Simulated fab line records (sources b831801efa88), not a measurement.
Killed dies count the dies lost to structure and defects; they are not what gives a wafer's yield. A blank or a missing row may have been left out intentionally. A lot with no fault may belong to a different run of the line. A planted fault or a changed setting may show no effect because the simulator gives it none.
Which of the tools did it? || flow gf180mcu || 72 wafers from 24 lots sampled at 6 of the route's 602 steps

## WHAT THE GAUGES READ, wafer by wafer
GF_SALICIDE_RS_MEAS_04: a four-point-probe measurement.
{"lot": "L074", "measured": "day 15 00:58", "on": "film-metro-03", "SALICIDE_TIN_RS (ohm/sq)": "16.1 16.0 16.2"}
{"lot": "L075", "measured": "day 15 09:37", "on": "film-metro-03", "SALICIDE_TIN_RS (ohm/sq)": "16.5 16.2 16.1"}
{"lot": "L076", "measured": "day 15 20:27", "on": "film-metro-01", "SALICIDE_TIN_RS (ohm/sq)": "16.2 16.5 16.7"}
{"lot": "L077", "measured": "day 16 07:59", "on": "film-metro-02", "SALICIDE_TIN_RS (ohm/sq)": "16.7 16.2 16.0"}
{"lot": "L078", "measured": "day 16 18:08", "on": "film-metro-01", "SALICIDE_TIN_RS (ohm/sq)": "16.9 16.5 16.8"}
{"lot": "L079", "measured": "day 16 23:43", "on": "film-metro-03", "SALICIDE_TIN_RS (ohm/sq)": "16.5 15.9 16.4"}
{"lot": "L080", "measured": "day 17 03:46", "on": "film-metro-01", "SALICIDE_TIN_RS (ohm/sq)": "15.7 16.2 15.6"}
{"lot": "L081", "measured": "day 17 14:48", "on": "film-metro-02", "SALICIDE_TIN_RS (ohm/sq)": "16.5 16.4 16.6"}
{"lot": "L082", "measured": "day 18 08:30", "on": "film-metro-02", "SALICIDE_TIN_RS (ohm/sq)": "16.1 15.8 16.2"}
{"lot": "L083", "measured": "day 18 12:10", "on": "film-metro-01", "SALICIDE_TIN_RS (ohm/sq)": "15.9 16.2 15.9"}
{"lot": "L084", "measured": "day 18 20:21", "on": "film-metro-03", "SALICIDE_TIN_RS (ohm/sq)": "16.2 16.3 16.0"}
{"lot": "L085", "measured": "day 19 08:57", "on": "film-metro-02", "SALICIDE_TIN_RS (ohm/sq)": "16.3 15.9 16.0"}
{"lot": "L086", "measured": "day 19 12:57", "on": "film-metro-03", "SALICIDE_TIN_RS (ohm/sq)": "16.5 16.5 16.0"}
{"lot": "L087", "measured": "day 20 04:28", "on": "film-metro-02", "SALICIDE_TIN_RS (ohm/sq)": "16.1 15.9 16.3"}
{"lot": "L088", "measured": "day 20 07:20", "on": "film-metro-01", "SALICIDE_TIN_RS (ohm/sq)": "16.4 16.0 16.8"}
{"lot": "L089", "measured": "day 20 17:58", "on": "film-metro-03", "SALICIDE_TIN_RS (ohm/sq)": "16.6 16.7 16.7"}
{"lot": "L090", "measured": "day 21 01:50", "on": "film-metro-02", "SALICIDE_TIN_RS (ohm/sq)": "16.2 15.8 16.6"}
{"lot": "L091", "measured": "day 21 06:01", "on": "film-metro-01", "SALICIDE_TIN_RS (ohm/sq)": "15.8 15.7 15.9"}
{"lot": "L092", "measured": "day 21 10:23", "on": "film-metro-02", "SALICIDE_TIN_RS (ohm/sq)": "16.8 16.6 16.2"}
{"lot": "L093", "measured": "day 21 21:19", "on": "film-metro-03", "SALICIDE_TIN_RS (ohm/sq)": "15.9 16.5 16.6"}
{"lot": "L094", "measured": "day 22 07:09", "on": "film-metro-01", "SALICIDE_TIN_RS (ohm/sq)": "16.7 16.0 16.1"}
{"lot": "L095", "measured": "day 22 09:14", "on": "film-metro-03", "SALICIDE_TIN_RS (ohm/sq)": "16.1 16.3 16.7"}
{"lot": "L096", "measured": "day 22 20:40", "on": "film-metro-01", "SALICIDE_TIN_RS (ohm/sq)": "15.9 15.9 16.1"}
{"lot": "L097", "measured": "day 23 04:02", "on": "film-metro-03", "SALICIDE_TIN_RS (ohm/sq)": "17.0 16.9 16.9"}

GF_V2_THK_MEAS_01.
{"lot": "L074", "measured": "day 19 02:05", "on": "film-metro-01", "V2_CVD_00_THK (nm)": "606 603 600"}
{"lot": "L075", "measured": "day 19 12:11", "on": "film-metro-01", "V2_CVD_00_THK (nm)": "618 613 613"}
{"lot": "L076", "measured": "day 19 23:01", "on": "film-metro-03", "V2_CVD_00_THK (nm)": "609 604 607"}
{"lot": "L077", "measured": "day 20 11:42", "on": "film-metro-01", "V2_CVD_00_THK (nm)": "593 601 590"}
{"lot": "L078", "measured": "day 20 22:08", "on": "film-metro-03", "V2_CVD_00_THK (nm)": "598 590 591"}
{"lot": "L079", "measured": "day 21 04:44", "on": "film-metro-04", "V2_CVD_00_THK (nm)": "599 595 596"}
{"lot": "L080", "measured": "day 21 10:37", "on": "film-metro-01", "V2_CVD_00_THK (nm)": "592 597 589"}
{"lot": "L081", "measured": "day 21 21:06", "on": "film-metro-04", "V2_CVD_00_THK (nm)": "608 606 605"}
{"lot": "L082", "measured": "day 22 13:26", "on": "film-metro-01", "V2_CVD_00_THK (nm)": "606 617 605"}
{"lot": "L083", "measured": "day 22 17:00", "on": "film-metro-04", "V2_CVD_00_THK (nm)": "591 602 603"}
{"lot": "L084", "measured": "day 23 02:14", "on": "film-metro-01", "V2_CVD_00_THK (nm)": "606 608 601"}
{"lot": "L085", "measured": "day 23 13:30", "on": "film-metro-04", "V2_CVD_00_THK (nm)": "604 605 601"}
{"lot": "L086", "measured": "day 23 17:35", "on": "film-metro-01", "V2_CVD_00_THK (nm)": "600 588 596"}
{"lot": "L087", "measured": "day 24 07:55", "on": "film-metro-03", "V2_CVD_00_THK (nm)": "593 591 599"}
{"lot": "L088", "measured": "day 24 10:13", "on": "film-metro-03", "V2_CVD_00_THK (nm)": "600 605 599"}
{"lot": "L089", "measured": "day 24 18:54", "on": "film-metro-03", "V2_CVD_00_THK (nm)": "602 596 607"}
{"lot": "L090", "measured": "day 25 03:14", "on": "film-metro-03", "V2_CVD_00_THK (nm)": "601 591 599"}
{"lot": "L091", "measured": "day 25 06:41", "on": "film-metro-03", "V2_CVD_00_THK (nm)": "599 604 596"}
{"lot": "L092", "measured": "day 25 10:24", "on": "film-metro-03", "V2_CVD_00_THK (nm)": "600 612 612"}
{"lot": "L093", "measured": "day 25 20:28", "on": "film-metro-01", "V2_CVD_00_THK (nm)": "591 602 597"}
{"lot": "L094", "measured": "day 26 06:23", "on": "film-metro-01", "V2_CVD_00_THK (nm)": "596 593 602"}
{"lot": "L095", "measured": "day 26 07:02", "on": "film-metro-04", "V2_CVD_00_THK (nm)": "597 609 590"}
{"lot": "L096", "measured": "day 26 17:49", "on": "film-metro-01", "V2_CVD_00_THK (nm)": "600 602 596"}
{"lot": "L097", "measured": "day 27 00:57", "on": "film-metro-04", "V2_CVD_00_THK (nm)": "598 603 590"}

GF_V3_THK_MEAS_03.
{"lot": "L074", "measured": "day 21 04:59", "on": "film-metro-04", "V3_CVD_02_THK (nm)": "847 868 864"}
{"lot": "L075", "measured": "day 21 15:16", "on": "film-metro-02", "V3_CVD_02_THK (nm)": "837 832 851"}
{"lot": "L076", "measured": "day 22 01:38", "on": "film-metro-01", "V3_CVD_02_THK (nm)": "858 875 863"}
{"lot": "L077", "measured": "day 22 14:01", "on": "film-metro-02", "V3_CVD_02_THK (nm)": "837 847 853"}
{"lot": "L078", "measured": "day 22 23:26", "on": "film-metro-01", "V3_CVD_02_THK (nm)": "846 844 855"}
{"lot": "L079", "measured": "day 23 06:39", "on": "film-metro-04", "V3_CVD_02_THK (nm)": "848 849 853"}
{"lot": "L080", "measured": "day 23 12:13", "on": "film-metro-01", "V3_CVD_02_THK (nm)": "843 844 866"}
{"lot": "L081", "measured": "day 23 22:02", "on": "film-metro-04", "V3_CVD_02_THK (nm)": "840 837 857"}
{"lot": "L082", "measured": "day 24 13:56", "on": "film-metro-04", "V3_CVD_02_THK (nm)": "837 851 852"}
{"lot": "L083", "measured": "day 24 17:22", "on": "film-metro-01", "V3_CVD_02_THK (nm)": "863 874 868"}
{"lot": "L084", "measured": "day 25 02:17", "on": "film-metro-01", "V3_CVD_02_THK (nm)": "844 843 860"}
{"lot": "L085", "measured": "day 25 13:28", "on": "film-metro-02", "V3_CVD_02_THK (nm)": "830 839 858"}
{"lot": "L086", "measured": "day 25 16:17", "on": "film-metro-01", "V3_CVD_02_THK (nm)": "846 859 872"}
{"lot": "L087", "measured": "day 26 05:50", "on": "film-metro-01", "V3_CVD_02_THK (nm)": "846 862 868"}
{"lot": "L088", "measured": "day 26 08:07", "on": "film-metro-04", "V3_CVD_02_THK (nm)": "846 850 853"}
{"lot": "L089", "measured": "day 26 16:09", "on": "film-metro-04", "V3_CVD_02_THK (nm)": "849 837 859"}
{"lot": "L090", "measured": "day 26 23:50", "on": "film-metro-01", "V3_CVD_02_THK (nm)": "838 835 852"}
{"lot": "L091", "measured": "day 27 02:51", "on": "film-metro-02", "V3_CVD_02_THK (nm)": "833 847 845"}
{"lot": "L092", "measured": "day 27 07:28", "on": "film-metro-02", "V3_CVD_02_THK (nm)": "840 857 857"}
{"lot": "L093", "measured": "day 27 16:50", "on": "film-metro-01", "V3_CVD_02_THK (nm)": "838 864 866"}
{"lot": "L094", "measured": "day 28 02:34", "on": "film-metro-02", "V3_CVD_02_THK (nm)": "850 848 844"}
{"lot": "L095", "measured": "day 28 03:35", "on": "film-metro-01", "V3_CVD_02_THK (nm)": "850 838 857"}
{"lot": "L096", "measured": "day 28 12:43", "on": "film-metro-02", "V3_CVD_02_THK (nm)": "855 851 858"}
{"lot": "L097", "measured": "day 28 19:41", "on": "film-metro-04", "V3_CVD_02_THK (nm)": "842 867 861"}

GF_M5_OVL_MEAS_08.
{"lot": "L074", "measured": "day 26 01:50", "on": "overlay-02", "M5_OVL (nm)": "-4 -6 1"}
{"lot": "L075", "measured": "day 26 11:34", "on": "overlay-02", "M5_OVL (nm)": "-3 -10 -4"}
{"lot": "L076", "measured": "day 26 21:22", "on": "overlay-01", "M5_OVL (nm)": "13 8 12"}
{"lot": "L077", "measured": "day 27 07:07", "on": "overlay-02", "M5_OVL (nm)": "-2 -2 -3"}
{"lot": "L078", "measured": "day 27 16:17", "on": "overlay-02", "M5_OVL (nm)": "-8 -8 -4"}
{"lot": "L079", "measured": "day 27 22:43", "on": "overlay-01", "M5_OVL (nm)": "-4 -3 -7"}
{"lot": "L080", "measured": "day 28 03:09", "on": "overlay-02", "M5_OVL (nm)": "3 2 1"}
{"lot": "L081", "measured": "day 28 13:10", "on": "overlay-02", "M5_OVL (nm)": "0 -2 0"}
{"lot": "L082", "measured": "day 29 00:48", "on": "overlay-01", "M5_OVL (nm)": "2 -4 1"}
{"lot": "L083", "measured": "day 29 04:10", "on": "overlay-02", "M5_OVL (nm)": "0 -1 0"}
{"lot": "L084", "measured": "day 29 12:26", "on": "overlay-02", "M5_OVL (nm)": "1 0 -2"}
{"lot": "L085", "measured": "day 29 22:31", "on": "overlay-02", "M5_OVL (nm)": "-14 -7 -9"}
{"lot": "L086", "measured": "day 30 00:46", "on": "overlay-02", "M5_OVL (nm)": "-3 2 -3"}
{"lot": "L087", "measured": "day 30 11:08", "on": "overlay-01", "M5_OVL (nm)": "4 4 -1"}
{"lot": "L088", "measured": "day 30 14:22", "on": "overlay-01", "M5_OVL (nm)": "4 2 -4"}
{"lot": "L089", "measured": "day 30 22:52", "on": "overlay-02", "M5_OVL (nm)": "4 5 2"}
{"lot": "L090", "measured": "day 31 04:40", "on": "overlay-02", "M5_OVL (nm)": "-3 1 0"}
{"lot": "L091", "measured": "day 31 06:07", "on": "overlay-01", "M5_OVL (nm)": "6 -2 -1"}
{"lot": "L092", "measured": "day 31 11:56", "on": "overlay-01", "M5_OVL (nm)": "3 4 0"}
{"lot": "L093", "measured": "day 31 19:07", "on": "overlay-01", "M5_OVL (nm)": "4 -3 6"}
{"lot": "L094", "measured": "day 32 01:34", "on": "overlay-01", "M5_OVL (nm)": "2 6 1"}
{"lot": "L095", "measured": "day 32 04:07", "on": "overlay-01", "M5_OVL (nm)": "-5 -3 -7"}
{"lot": "L096", "measured": "day 32 13:18", "on": "overlay-02", "M5_OVL (nm)": "-2 -5 -2"}
{"lot": "L097", "measured": "day 32 16:22", "on": "overlay-02", "M5_OVL (nm)": "-3 -2 -5"}

## WHICH TOOL RAN EACH LOT (tool, then ch and the chambers of the sampled wafers, then the start)
{"lot": "L074", "GF_M3_SPUTTER_02": "pvd-sputter-02, day 20 04:02", "GF_M4_SPUTTER_01": "pvd-sputter-03, day 22 06:44"}
{"lot": "L075", "GF_M3_SPUTTER_02": "pvd-sputter-02, day 20 14:28", "GF_M4_SPUTTER_01": "pvd-sputter-04, day 22 16:43"}
{"lot": "L076", "GF_M3_SPUTTER_02": "pvd-sputter-03, day 21 00:49", "GF_M4_SPUTTER_01": "pvd-sputter-04, day 23 03:09"}
{"lot": "L077", "GF_M3_SPUTTER_02": "pvd-sputter-02, day 21 13:33", "GF_M4_SPUTTER_01": "pvd-sputter-03, day 23 14:44"}
{"lot": "L078", "GF_M3_SPUTTER_02": "pvd-sputter-01, day 21 23:22", "GF_M4_SPUTTER_01": "pvd-sputter-02, day 24 00:16"}
{"lot": "L079", "GF_M3_SPUTTER_02": "pvd-sputter-01, day 22 06:47", "GF_M4_SPUTTER_01": "pvd-sputter-03, day 24 07:50"}
{"lot": "L080", "GF_M3_SPUTTER_02": "pvd-sputter-03, day 22 11:52", "GF_M4_SPUTTER_01": "pvd-sputter-02, day 24 12:58"}
{"lot": "L081", "GF_M3_SPUTTER_02": "pvd-sputter-03, day 22 22:41", "GF_M4_SPUTTER_01": "pvd-sputter-02, day 24 21:49"}
{"lot": "L082", "GF_M3_SPUTTER_02": "pvd-sputter-02, day 23 14:27", "GF_M4_SPUTTER_01": "pvd-sputter-02, day 25 13:31"}
{"lot": "L083", "GF_M3_SPUTTER_02": "pvd-sputter-03, day 23 17:59", "GF_M4_SPUTTER_01": "pvd-sputter-02, day 25 16:34"}
{"lot": "L084", "GF_M3_SPUTTER_02": "pvd-sputter-03, day 24 03:01", "GF_M4_SPUTTER_01": "pvd-sputter-03, day 26 01:31"}
{"lot": "L085", "GF_M3_SPUTTER_02": "pvd-sputter-03, day 24 14:22", "GF_M4_SPUTTER_01": "pvd-sputter-03, day 26 12:24"}
{"lot": "L086", "GF_M3_SPUTTER_02": "pvd-sputter-02, day 24 17:53", "GF_M4_SPUTTER_01": "pvd-sputter-04, day 26 15:01"}
{"lot": "L087", "GF_M3_SPUTTER_02": "pvd-sputter-01, day 25 07:38", "GF_M4_SPUTTER_01": "pvd-sputter-03, day 27 05:04"}
{"lot": "L088", "GF_M3_SPUTTER_02": "pvd-sputter-03, day 25 10:02", "GF_M4_SPUTTER_01": "pvd-sputter-04, day 27 06:28"}
{"lot": "L089", "GF_M3_SPUTTER_02": "pvd-sputter-03, day 25 18:26", "GF_M4_SPUTTER_01": "pvd-sputter-04, day 27 14:50"}
{"lot": "L090", "GF_M3_SPUTTER_02": "pvd-sputter-02, day 26 01:53", "GF_M4_SPUTTER_01": "pvd-sputter-03, day 27 21:53"}
{"lot": "L091", "GF_M3_SPUTTER_02": "pvd-sputter-02, day 26 05:32", "GF_M4_SPUTTER_01": "pvd-sputter-02, day 28 00:35"}
{"lot": "L092", "GF_M3_SPUTTER_02": "pvd-sputter-02, day 26 09:52", "GF_M4_SPUTTER_01": "pvd-sputter-03, day 28 05:32"}
{"lot": "L093", "GF_M3_SPUTTER_02": "pvd-sputter-03, day 26 20:01", "GF_M4_SPUTTER_01": "pvd-sputter-04, day 28 14:09"}
{"lot": "L094", "GF_M3_SPUTTER_02": "pvd-sputter-01, day 27 05:28", "GF_M4_SPUTTER_01": "pvd-sputter-04, day 28 22:44"}
{"lot": "L095", "GF_M3_SPUTTER_02": "pvd-sputter-02, day 27 06:20", "GF_M4_SPUTTER_01": "pvd-sputter-04, day 29 00:25"}
{"lot": "L096", "GF_M3_SPUTTER_02": "pvd-sputter-02, day 27 15:40", "GF_M4_SPUTTER_01": "pvd-sputter-04, day 29 10:01"}
{"lot": "L097", "GF_M3_SPUTTER_02": "pvd-sputter-03, day 27 22:59", "GF_M4_SPUTTER_01": "pvd-sputter-04, day 29 16:24"}
- GF_M3_SPUTTER_02: material AlCu, target thk 450 nm, time 23.9 s.
- GF_M4_SPUTTER_01: material TiN, target thk 30 nm, time 25 s.

## WHAT THE TOOLS THEMSELVES READ (means of the sampled wafers that have a number; where no wafer has one, the mark that the record gives instead)
GF_M3_SPUTTER_02.
{"lot": "L074", "tool": "pvd-sputter-02", "throttle-valve-pct (%)": 29.2}
{"lot": "L075", "tool": "pvd-sputter-02", "throttle-valve-pct (%)": 29.7}
{"lot": "L076", "tool": "pvd-sputter-03", "throttle-valve-pct (%)": 28.5}
{"lot": "L077", "tool": "pvd-sputter-02", "throttle-valve-pct (%)": 29.5}
{"lot": "L078", "tool": "pvd-sputter-01", "throttle-valve-pct (%)": 31.2}
{"lot": "L079", "tool": "pvd-sputter-01", "throttle-valve-pct (%)": 31.0}
{"lot": "L080", "tool": "pvd-sputter-03", "throttle-valve-pct (%)": 29.6}
{"lot": "L081", "tool": "pvd-sputter-03", "throttle-valve-pct (%)": 29.6}
{"lot": "L082", "tool": "pvd-sputter-02", "throttle-valve-pct (%)": 29.3}
{"lot": "L083", "tool": "pvd-sputter-03", "throttle-valve-pct (%)": 29.5}
{"lot": "L084", "tool": "pvd-sputter-03", "throttle-valve-pct (%)": 29.7}
{"lot": "L085", "tool": "pvd-sputter-03", "throttle-valve-pct (%)": 28.8}
{"lot": "L086", "tool": "pvd-sputter-02", "throttle-valve-pct (%)": 29.2}
{"lot": "L087", "tool": "pvd-sputter-01", "throttle-valve-pct (%)": 30.8}
{"lot": "L088", "tool": "pvd-sputter-03", "throttle-valve-pct (%)": 28.9}
{"lot": "L089", "tool": "pvd-sputter-03", "throttle-valve-pct (%)": 28.7}
{"lot": "L090", "tool": "pvd-sputter-02", "throttle-valve-pct (%)": 29.9}
{"lot": "L091", "tool": "pvd-sputter-02", "throttle-valve-pct (%)": 29.7}
{"lot": "L092", "tool": "pvd-sputter-02", "throttle-valve-pct (%)": 29.1}
{"lot": "L093", "tool": "pvd-sputter-03", "throttle-valve-pct (%)": 29.7}
{"lot": "L094", "tool": "pvd-sputter-01", "throttle-valve-pct (%)": 30.9}
{"lot": "L095", "tool": "pvd-sputter-02", "throttle-valve-pct (%)": 29.4}
{"lot": "L096", "tool": "pvd-sputter-02", "throttle-valve-pct (%)": 29.6}
{"lot": "L097", "tool": "pvd-sputter-03", "throttle-valve-pct (%)": 28.9}

GF_M4_SPUTTER_01.
{"lot": "L074", "tool": "pvd-sputter-03", "throttle-valve-pct (%)": 30.3}
{"lot": "L075", "tool": "pvd-sputter-04", "throttle-valve-pct (%)": 29.6}
{"lot": "L076", "tool": "pvd-sputter-04", "throttle-valve-pct (%)": 29.8}
{"lot": "L077", "tool": "pvd-sputter-03", "throttle-valve-pct (%)": 29.3}
{"lot": "L078", "tool": "pvd-sputter-02", "throttle-valve-pct (%)": 29.5}
{"lot": "L079", "tool": "pvd-sputter-03", "throttle-valve-pct (%)": 29.5}
{"lot": "L080", "tool": "pvd-sputter-02", "throttle-valve-pct (%)": 29.2}
{"lot": "L081", "tool": "pvd-sputter-02", "throttle-valve-pct (%)": 29.3}
{"lot": "L082", "tool": "pvd-sputter-02", "throttle-valve-pct (%)": 29.9}
{"lot": "L083", "tool": "pvd-sputter-02", "throttle-valve-pct (%)": 29.0}
{"lot": "L084", "tool": "pvd-sputter-03", "throttle-valve-pct (%)": 29.4}
{"lot": "L085", "tool": "pvd-sputter-03", "throttle-valve-pct (%)": 29.0}
{"lot": "L086", "tool": "pvd-sputter-04", "throttle-valve-pct (%)": 29.6}
{"lot": "L087", "tool": "pvd-sputter-03", "throttle-valve-pct (%)": 29.5}
{"lot": "L088", "tool": "pvd-sputter-04", "throttle-valve-pct (%)": 29.4}
{"lot": "L089", "tool": "pvd-sputter-04", "throttle-valve-pct (%)": 29.5}
{"lot": "L090", "tool": "pvd-sputter-03", "throttle-valve-pct (%)": 28.5}
{"lot": "L091", "tool": "pvd-sputter-02", "throttle-valve-pct (%)": 29.1}
{"lot": "L092", "tool": "pvd-sputter-03", "throttle-valve-pct (%)": 29.4}
{"lot": "L093", "tool": "pvd-sputter-04", "throttle-valve-pct (%)": 29.5}
{"lot": "L094", "tool": "pvd-sputter-04", "throttle-valve-pct (%)": 29.8}
{"lot": "L095", "tool": "pvd-sputter-04", "throttle-valve-pct (%)": 29.4}
{"lot": "L096", "tool": "pvd-sputter-04", "throttle-valve-pct (%)": 30.1}
{"lot": "L097", "tool": "pvd-sputter-04", "throttle-valve-pct (%)": 29.9}

## THE ANSWER, worked out from the rows above alone
Rule: usual is defined by the lots themselves. The widest of any qualifying gaps counts: lots, ordered by their means at a reading, are off when they make up no more than a third of the lots, leave a main group of 4 or more, and stand apart from it by 3 or more times the standard deviation of that group's means. Not used: any main group whose means are identical at the precision the tables above print for the reading. A lot without any number at a reading at which 4 lots or more have one is off too. All remaining lots with rows at the step are treated as sound. After the gauges, taken in route order, come the tools' own readings; for these a lot's mean is taken, as printed above. At the first step where some lot is off, the reading lying furthest off is the one used; lots without a number count as furthest.
None of the lots is off at any reading shown; this tells nothing.

## WHAT WAS PUT IN BY THE SIMULATOR
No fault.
